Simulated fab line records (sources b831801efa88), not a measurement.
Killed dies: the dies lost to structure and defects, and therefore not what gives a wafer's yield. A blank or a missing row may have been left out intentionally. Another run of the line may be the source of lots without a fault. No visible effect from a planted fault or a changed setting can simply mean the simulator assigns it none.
fab line records	flow sfq-line
record lots=7	wafers=21	last-day=78
route steps=325 shown C5@246 M6@251
lots that met no fault: taken from a fault-free run of the same line
start-h: start of the lot's first displayed wafer, in hours after the record's first day	wait-h: hours elapsed since this lot's preceding step	" identical to the entry in the row above	L1.1+2: one row covering several wafers at once	- no value, or no start given	* or withheld: withheld	< > ~ a bound
route shown NAME@n: a module of which the file shows steps, and the number in the route of the first	usual: mean/standard deviation of fault-free wafers	same: alike in all rows	chamber/n: place in a boat	sites: each site's reading	_std_site: how widely they spread, as a standard deviation	_edge_site: mean of outer sites minus mean of inner sites	radius-mm: for every site, how far away it sits from the centre of the wafer	mask NAME#n: copy n	behind: the last tool/chamber to shape the wafer	hold: reason for holding the lot/hours on hold/outcome of the hold	device: the transistor (n, p or np) that didn't switch	end of line: tests run on the same wafers once the route is complete	a step with no rows: only its recipe	killed: not the wafer's yield, but the dies lost to structure and defects at the first sort	map: a wafer's dies, marking killed ones x, the rest . and places with no die _
set.NAME: the run value of the setting; set.NAME@STEP: its run value at that earlier step	model.NAME: the simulator's own value behind a step, which no gauge read
lots at some steps of the route; a table a step, a row a wafer
services: the hour from which a tool's chamber was out of use, counted from the record's first day as start-h (under 0 if before that day), plus the number of hours and why
## steps
# step SFQ_C5_OVL_MEAS_937
# usual C5_OVL=2/5.6
lot.wafer	tool	chamber	start-h	wait-h	C5_OVL[nm]
L425.1	overlay-01	-	1449.69	0.1	1
L425.5	"	-	"	"	-3
L425.6	"	-	"	"	-2
L426.1	overlay-01	-	1450.97	0.1	0
L426.2	"	-	"	"	7
L426.3	"	-	"	"	8
L428.1	overlay-01	-	1461.82	0.1	-2
L428.2	"	-	"	"	6
L428.4	"	-	"	"	3
L429.3	overlay-01	-	1466.63	0.1	6
L429.4	"	-	"	"	0
L429.6	"	-	"	"	1
L430.1	overlay-01	-	1482.22	0.1	0
L430.4	"	-	"	"	-5
L430.5	"	-	"	"	2
L434.1	overlay-02	-	1523.77	0.1	-3
L434.5	"	-	"	"	-4
L434.6	"	-	"	"	-3
L435.3	overlay-01	-	1540.45	0.1	4
L435.4	"	-	"	"	2
L435.5	"	-	"	"	3
# step SFQ_TRILAYER_C5_BARC_OPEN_VIA_ETCH_210
# recipe mask-material=PR	chemistry=O2	target-depth-nm=125	target=BARC	source-w=500	bias-w=80	pressure-mtorr=30	time-s=41.7
# usual drypump-motor-current-A=5.6/0.33	oes-product-au=0.685/0.0045
lot.wafer	tool	chamber	start-h	wait-h	drypump-motor-current-A	oes-product-au	rf-hours-counter-h
L425.1	rie-diel-04	1	1449.73	0.0	5.3	0.687	7
L425.5	"	3	"	"	5.8	0.677	-
L425.6	"	0	"	"	5.7	0.687	-
L426.1	rie-diel-01	1	1451.00	0.0	5.1	0.682	16
L426.2	"	3	"	"	5.9	0.680	19
L426.3	"	2	"	"	5.8	0.683	1
L428.1	rie-diel-02	1	1461.85	0.0	5.7	0.689	19
L428.2	"	2	"	"	4.9	0.688	19
L428.4	"	0	"	"	5.5	0.686	16
L429.3	rie-diel-04	3	1466.65	0.0	5.8	0.678	12
L429.4	"	1	"	"	5.3	0.680	-
L429.6	"	0	"	"	5.7	0.690	-
L430.1	rie-diel-02	3	1482.25	0.0	5.4	0.680	20
L430.4	"	0	"	"	5.5	0.690	16
L430.5	"	3	"	"	5.4	0.678	-
L434.1	rie-diel-04	2	1523.80	0.0	5.7	0.688	17
L434.5	"	0	"	"	5.7	0.686	-
L434.6	"	3	"	"	5.8	0.696	-
L435.3	rie-diel-04	0	1540.48	0.0	5.7	0.688	11
L435.4	"	2	"	"	5.8	0.688	-
L435.5	"	3	"	"	5.8	0.684	-
# step SFQ_TRILAYER_C5_ETCH_VIA_ETCH_154
# recipe target=SiO2	mask-material=PR	chemistry=CHF3	target-depth-nm=84	source-w=500	bias-w=80	pressure-mtorr=30	time-s=withheld	stop-on=Nb
# usual drypump-motor-current-A=5.6/0.33	oes-product-au=0.895/0.0082
lot.wafer	tool	chamber	start-h	wait-h	drypump-motor-current-A	oes-product-au
L425.1	rie-diel-04	1	1449.77	0.0	5.4	0.894
L425.5	"	3	"	"	5.8	0.896
L425.6	"	0	"	"	5.7	0.890
L426.1	rie-diel-01	1	1451.04	0.0	5.0	0.883
L426.2	"	3	"	"	5.9	0.886
L426.3	"	2	"	"	5.8	0.881
L428.1	rie-diel-02	1	1461.89	0.0	5.7	0.886
L428.2	"	2	"	"	5.0	0.893
L428.4	"	0	"	"	5.5	0.889
L429.3	rie-diel-04	3	1466.69	0.0	5.8	0.886
L429.4	"	1	"	"	5.4	0.908
L429.6	"	0	"	"	5.7	0.899
L430.1	rie-diel-02	3	1482.29	0.0	5.4	0.871
L430.4	"	0	"	"	5.5	0.897
L430.5	"	3	"	"	5.4	0.900
L434.1	rie-diel-04	2	1523.84	0.0	5.8	0.897
L434.5	"	0	"	"	5.7	0.908
L434.6	"	3	"	"	5.8	0.904
L435.3	rie-diel-04	0	1540.52	0.0	5.8	0.886
L435.4	"	2	"	"	5.7	0.903
L435.5	"	3	"	"	5.8	0.901
# step SFQ_TRILAYER_C5_STRIP_STRIP_155
# recipe gas=O2	power-w=200	platen-temp-c=40	overash-fraction=0.65	chemistry=O2	pressure-mtorr=50
# usual drypump-motor-current-A=5.4/0.43	oes-product-au=1.003/0.01
lot.wafer	tool	chamber	start-h	wait-h	drypump-motor-current-A	oes-product-au	rf-hours-counter-h
L425.1	rie-metal-03	1	1449.81	-	5.3	1.013	87
L425.5	"	1	"	"	5.3	1.012	-
L425.6	"	0	"	"	5.5	1.013	-
L426.1	rie-metal-02	0	1451.09	-	4.7	0.981	27
L426.2	"	1	"	"	5.4	0.986	31
L426.3	"	1	"	"	5.4	0.983	-
L428.1	rie-metal-02	0	1461.94	-	4.7	1.000	29
L428.2	"	1	"	"	5.4	1.005	33
L428.4	"	0	"	"	4.7	0.997	-
L429.3	rie-metal-03	1	1466.94	-	5.3	1.013	-
L429.4	"	0	"	"	5.5	1.016	-
L429.6	"	0	"	"	5.5	1.008	-
L430.1	rie-metal-04	0	1482.34	-	6.1	1.007	55
L430.4	"	1	"	"	5.6	1.007	-
L430.5	"	0	"	"	6.1	1.001	-
L434.1	rie-metal-03	0	1523.89	-	5.5	1.005	16
L434.5	"	1	"	"	5.3	1.013	-
L434.6	"	0	"	"	5.5	1.013	-
L435.3	rie-metal-02	1	1540.76	-	5.4	0.987	-
L435.4	"	0	"	"	4.7	0.987	-
L435.5	"	0	"	"	4.7	0.984	-
# step SFQ_TRILAYER_C5_STRIP_SOLV_CLEAN_156
# recipe chemistry=NMP	temp-c=70	time-s=600
# step SFQ_TRILAYER_M6_DEP_PRE_CLEAN_158
# recipe gas=Ar	time-s=22.5	bias-v=250
# step SFQ_TRILAYER_M6_DEP_SPUTTER_157
# recipe material=Nb	base-pressure-pa=1.33e-06	chamber-pressure-pa=0.1333	substrate-temp-c=20	target-thk-nm=200	power-w=2000	time-s=133.3
# usual substrate-temp-c=19.99/0.11	throttle-valve-pct=30.6/0.99
lot.wafer	tool	chamber	start-h	wait-h	substrate-temp-c	throttle-valve-pct
L425.1	pvd-sputter-05	-	1450.62	0.0	19.92	31.6
L425.5	"	-	"	"	20.07	30.1
L425.6	"	-	"	"	20.03	29.8
L426.1	pvd-sputter-03	-	1451.89	0.0	20.00	30.8
L426.2	"	-	"	"	19.93	31.6
L426.3	"	-	"	"	20.03	29.8
L428.1	pvd-sputter-03	-	1462.74	0.0	19.80	29.7
L428.2	"	-	"	"	19.97	31.4
L428.4	"	-	"	"	19.93	30.8
L429.3	pvd-sputter-03	-	1467.56	0.0	19.83	30.3
L429.4	"	-	"	"	19.88	31.7
L429.6	"	-	"	"	19.66	30.4
L430.1	pvd-sputter-04	-	1483.14	0.0	19.91	30.4
L430.4	"	-	"	"	19.93	30.2
L430.5	"	-	"	"	19.99	33.2
L434.1	pvd-sputter-04	-	1524.69	0.0	19.98	30.4
L434.5	"	-	"	"	19.88	33.3
L434.6	"	-	"	"	19.90	30.5
L435.3	pvd-sputter-03	-	1541.37	0.0	19.86	29.7
L435.4	"	-	"	"	20.07	30.9
L435.5	"	-	"	"	19.96	30.8
# step SFQ_M6_RS_MEAS_938
# recipe thk-meas-gauge=four-point-probe	reads=Nb_of_TRILAYER_M6_DEP_SPUTTER_157
# usual M6_NB_RS=0.886/0.0087
lot.wafer	tool	chamber	start-h	wait-h	M6_NB_RS[ohm/sq]
L425.1	film-metro-01	-	1450.71	0.0	0.895
L425.5	"	-	"	"	0.894
L425.6	"	-	"	"	0.910
L426.1	film-metro-02	-	1451.98	0.0	0.879
L426.2	"	-	"	"	0.880
L426.3	"	-	"	"	0.878
L428.1	film-metro-02	-	1462.83	0.0	0.904
L428.2	"	-	"	"	0.899
L428.4	"	-	"	"	0.895
L429.3	film-metro-01	-	1467.69	0.1	0.879
L429.4	"	-	"	"	0.883
L429.6	"	-	"	"	0.884
L430.1	film-metro-03	-	1483.23	0.0	0.866
L430.4	"	-	"	"	0.868
L430.5	"	-	"	"	0.861
L434.1	film-metro-01	-	1524.78	0.0	0.880
L434.5	"	-	"	"	0.884
L434.6	"	-	"	"	0.878
L435.3	film-metro-01	-	1541.50	0.1	0.884
L435.4	"	-	"	"	0.885
L435.5	"	-	"	"	0.880
# step SFQ_TRILAYER_M6_LITHO_COAT_164
# recipe resist=BARC	spin-rpm=3000	resist-thk-nm=62
# step SFQ_TRILAYER_M6_LITHO_COAT_159
# recipe resist=KrF	spin-rpm=3000	resist-thk-nm=609
# step SFQ_TRILAYER_M6_LITHO_SOFTBAKE_163
# recipe temp-c=withheld	time-s=withheld	resist=KrF
# step SFQ_TRILAYER_M6_LITHO_EXPOSE_160
# recipe mask-id=M6	na=0.6	source-shape=conventional	sigma-outer=0.65	target-cd-nm=500	dose-mj=14.4
# usual exposure-dose-mJ-cm2=14.403/0.013	reticle-temp-C=23.03/0.11	stage-vel-mm-s=500.05/0.27
lot.wafer	tool	chamber	start-h	wait-h	mask	exposure-dose-mJ-cm2	reticle-temp-C	stage-vel-mm-s
L425.1	krf-scanner-01	0	1564.49	-	M6#0	14.411	23.14	500.00
L425.5	"	0	"	"	M6#0	14.422	23.18	499.87
L425.6	"	0	"	"	M6#0	14.378	23.01	500.17
L426.1	krf-scanner-01	0	1566.89	-	M6#0	14.406	23.10	500.16
L426.2	"	0	"	"	M6#0	14.408	23.01	500.10
L426.3	"	0	"	"	M6#0	14.408	23.04	500.53
L428.1	krf-scanner-01	0	1577.69	-	M6#0	14.693	23.07	500.17
L428.2	"	0	"	"	M6#0	14.681	23.09	499.96
L428.4	"	0	"	"	M6#0	14.679	22.99	500.33
L429.3	krf-scanner-01	0	1582.89	-	M6#0	14.664	22.91	500.05
L429.4	"	0	"	"	M6#0	14.669	22.80	499.87
L429.6	"	0	"	"	M6#0	14.679	22.85	499.79
L430.1	krf-scanner-01	0	1593.29	-	M6#0	14.666	22.95	499.93
L430.4	"	0	"	"	M6#0	14.679	23.03	499.57
L430.5	"	0	"	"	M6#0	14.654	23.07	499.96
L434.1	krf-scanner-02	0	1644.69	-	M6#0	14.385	23.21	500.21
L434.5	"	0	"	"	M6#0	14.380	23.07	499.65
L434.6	"	0	"	"	M6#0	14.392	23.14	500.25
L435.3	krf-scanner-02	0	1657.09	-	M6#0	14.399	22.69	500.21
L435.4	"	0	"	"	M6#0	14.412	22.76	499.69
L435.5	"	0	"	"	M6#0	14.394	22.95	500.06
# step SFQ_TRILAYER_M6_LITHO_PEB_162
# recipe peb-temp-c=115	peb-time-s=60	resist=KrF
# step SFQ_TRILAYER_M6_LITHO_DEVELOP_161
# recipe time-s=60	resist=KrF
# step SFQ_M6_OVL_MEAS_940
# usual M6_OVL=2/5.3
lot.wafer	tool	chamber	start-h	wait-h	M6_OVL[nm]
L425.1	overlay-01	-	1565.99	0.1	10
L425.5	"	-	"	"	10
L425.6	"	-	"	"	0
L426.1	overlay-01	-	1568.39	0.1	5
L426.2	"	-	"	"	1
L426.3	"	-	"	"	-2
L428.1	overlay-02	-	1579.19	0.1	1
L428.2	"	-	"	"	-5
L428.4	"	-	"	"	-7
L429.3	overlay-02	-	1584.00	0.1	9
L429.4	"	-	"	"	8
L429.6	"	-	"	"	11
L430.1	overlay-01	-	1594.79	0.1	0
L430.4	"	-	"	"	1
L430.5	"	-	"	"	3
L434.1	overlay-01	-	1646.19	0.1	2
L434.5	"	-	"	"	3
L434.6	"	-	"	"	-2
L435.3	overlay-01	-	1658.20	0.1	11
L435.4	"	-	"	"	-4
L435.5	"	-	"	"	11
# step SFQ_TRILAYER_M6_BARC_OPEN_METAL_ETCH_206
# recipe mask-material=PR	chemistry=O2	target-depth-nm=125	target=BARC	icp-w=600	bias-w=80	pressure-mtorr=10	time-s=41.7
# usual drypump-motor-current-A=5.62/0.28	oes-product-au=0.685/0.0043
lot.wafer	tool	chamber	start-h	wait-h	drypump-motor-current-A	oes-product-au	rf-hours-counter-h	model.M6.cd-nm
L425.1	rie-metal-04	1	1566.03	0.0	5.69	0.690	44	501.4
L425.5	"	1	"	"	5.65	0.689	-	502.7
L425.6	"	0	"	"	6.17	0.676	-	502.4
L426.1	rie-metal-01	0	1568.43	0.0	5.90	0.690	40	500.4
L426.2	"	1	"	"	5.45	0.688	18	499.1
L426.3	"	1	"	"	5.47	0.693	-	498.6
L428.1	rie-metal-03	1	1579.23	0.0	5.29	0.676	103	498.4
L428.2	"	0	"	"	5.51	0.682	21	497.2
L428.4	"	0	"	"	5.51	0.681	-	497.2
L429.3	rie-metal-04	0	1584.05	0.0	6.14	0.679	-	496.7
L429.4	"	1	"	"	5.67	0.685	-	495.6
L429.6	"	1	"	"	5.64	0.685	-	495.9
L430.1	rie-metal-04	0	1594.83	0.0	6.12	0.687	68	496.8
L430.4	"	0	"	"	6.13	0.683	-	496.7
L430.5	"	0	"	"	6.12	0.680	-	498
L434.1	rie-metal-04	0	1646.23	0.0	6.10	0.687	72	499.1
L434.5	"	1	"	"	5.63	0.687	-	499.8
L434.6	"	0	"	"	6.11	0.691	-	499.3
L435.3	rie-metal-03	1	1658.25	0.0	5.28	0.685	-	499
L435.4	"	0	"	"	5.51	0.680	-	498.7
L435.5	"	1	"	"	5.31	0.683	-	498
# step SFQ_TRILAYER_M6_ETCH_METAL_ETCH_162
# recipe target=Nb	stop-on=SiO2	mask-material=PR	chemistry=Cl2/Ar	target-depth-nm=240	icp-w=600	bias-w=80	pressure-mtorr=10	time-s=120
# usual drypump-motor-current-A=5.61/0.27	oes-product-au=0.898/0.0066
lot.wafer	tool	chamber	start-h	wait-h	drypump-motor-current-A	oes-product-au	rf-hours-counter-h	model.M6.cd-nm
L425.1	rie-metal-04	1	1566.09	0.0	5.59	0.894	44	501.6
L425.5	"	1	"	"	5.62	0.895	-	503
L425.6	"	0	"	"	6.14	0.881	-	501.4
L426.1	rie-metal-01	0	1568.49	0.0	5.91	0.898	40	499.5
L426.2	"	1	"	"	5.46	0.898	19	498.6
L426.3	"	1	"	"	5.47	0.900	-	498.9
L428.1	rie-metal-03	1	1579.29	0.0	5.31	0.889	103	497.5
L428.2	"	0	"	"	5.50	0.891	21	497.8
L428.4	"	0	"	"	5.52	0.887	-	496.6
L429.3	rie-metal-04	0	1584.13	0.1	6.13	0.895	-	496
L429.4	"	1	"	"	5.67	0.901	-	495.7
L429.6	"	1	"	"	5.66	0.894	-	496.9
L430.1	rie-metal-04	0	1594.89	0.0	6.13	0.910	68	497.2
L430.4	"	0	"	"	6.09	0.908	-	496.5
L430.5	"	0	"	"	6.12	0.908	-	498
L434.1	rie-metal-04	0	1646.29	0.0	6.12	0.905	72	498.6
L434.5	"	1	"	"	5.66	0.902	-	499.3
L434.6	"	0	"	"	6.12	0.905	-	499.1
L435.3	rie-metal-03	1	1658.33	0.1	5.24	0.900	-	498.9
L435.4	"	0	"	"	5.50	0.892	-	497.6
L435.5	"	1	"	"	5.29	0.898	-	498
# step SFQ_TRILAYER_M6_STRIP_STRIP_163
# recipe gas=O2	power-w=200	platen-temp-c=40	overash-fraction=0.65	chemistry=O2	pressure-mtorr=50
# usual drypump-motor-current-A=5.62/0.28	oes-product-au=1.004/0.0089
lot.wafer	tool	chamber	start-h	wait-h	drypump-motor-current-A	oes-product-au	rf-hours-counter-h
L425.1	rie-metal-04	1	1566.21	0.1	5.64	0.996	44
L425.5	"	1	"	"	5.66	1.007	-
L425.6	"	0	"	"	6.12	1.002	-
L426.1	rie-metal-01	0	1568.61	0.1	5.90	1.016	40
L426.2	"	1	"	"	5.47	0.993	19
L426.3	"	1	"	"	5.48	0.997	-
L428.1	rie-metal-03	1	1579.41	0.1	5.25	1.009	103
L428.2	"	0	"	"	5.50	1.007	21
L428.4	"	0	"	"	5.51	1.009	-
L429.3	rie-metal-04	0	1584.41	0.2	6.13	1.001	-
L429.4	"	1	"	"	5.64	1.006	-
L429.6	"	1	"	"	5.63	0.995	-
L430.1	rie-metal-04	0	1595.01	0.1	6.16	0.996	68
L430.4	"	0	"	"	6.11	1.003	-
L430.5	"	0	"	"	6.14	1.004	-
L434.1	rie-metal-04	0	1646.41	0.1	6.13	1.014	72
L434.5	"	1	"	"	5.65	1.002	-
L434.6	"	0	"	"	6.12	1.012	-
L435.3	rie-metal-03	1	1658.61	0.2	5.27	1.028	-
L435.4	"	0	"	"	5.53	1.011	-
L435.5	"	1	"	"	5.28	1.020	-
## services
tool	chamber	start-h	hours	kind
krf-scanner-01	-	1426.19	0.2	repair
krf-scanner-02	-	1433.89	0.8	pm
rie-diel-02	1	1435.15	2.8	repair
krf-scanner-01	-	1435.34	1.0	pm
rie-diel-04	0	1437.96	11.0	repair
krf-scanner-01	-	1438.49	1.3	pm
pvd-sputter-04	-	1448.15	21.5	repair
rie-diel-04	2	1461.70	5.4	repair
rie-diel-01	1	1464.20	5.3	repair
pvd-sputter-03	-	1468.93	1.2	repair
rie-metal-03	1	1479.73	7.8	repair
rie-diel-02	2	1508.96	2.8	repair
rie-diel-04	1	1510.22	60.7	repair
pvd-sputter-03	-	1524.42	3.5	repair
rie-metal-03	-	1581.46	14.6	pm
rie-diel-04	1	1591.04	7.2	repair
krf-scanner-01	-	1594.49	0.8	pm
rie-diel-04	-	1596.31	2.8	pm
krf-scanner-01	-	1604.34	1.0	pm
krf-scanner-01	-	1613.48	1.3	pm
krf-scanner-01	-	1628.23	1.0	repair
rie-metal-01	0	1643.39	6.0	repair
rie-diel-04	3	1650.05	6.5	repair
rie-metal-04	-	1653.01	2.8	pm
## key
first-sign step=SFQ_TRILAYER_M6_LITHO_EXPOSE_160	reading=exposure-dose-mJ-cm2	direction=up	sigmas=22	usual=14.403	struck=14.674
effect none on later readings
model-effect step=SFQ_TRILAYER_M6_BARC_OPEN_METAL_ETCH_206	value=M6.cd-nm	without=500	struck=496.9
model-effect step=SFQ_TRILAYER_M6_ETCH_METAL_ETCH_162	value=M6.cd-nm	without=500	struck=496.9
met-at SFQ_TRILAYER_M6_LITHO_EXPOSE_160
struck-wafers L428.1,L428.2,L428.4,L429.3,L429.4,L429.6,L430.1,L430.4,L430.5
onset-between 1566.89 1577.69
fault kind=process-parameter-drift	tool=krf-scanner-01	chamber=-	onset-h=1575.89	steps=SFQ_TRILAYER_M6_LITHO_EXPOSE_160	channel=dose-mj	offset=0.28088	shape=step	acts-in=these-recipes-only	stated=14.4
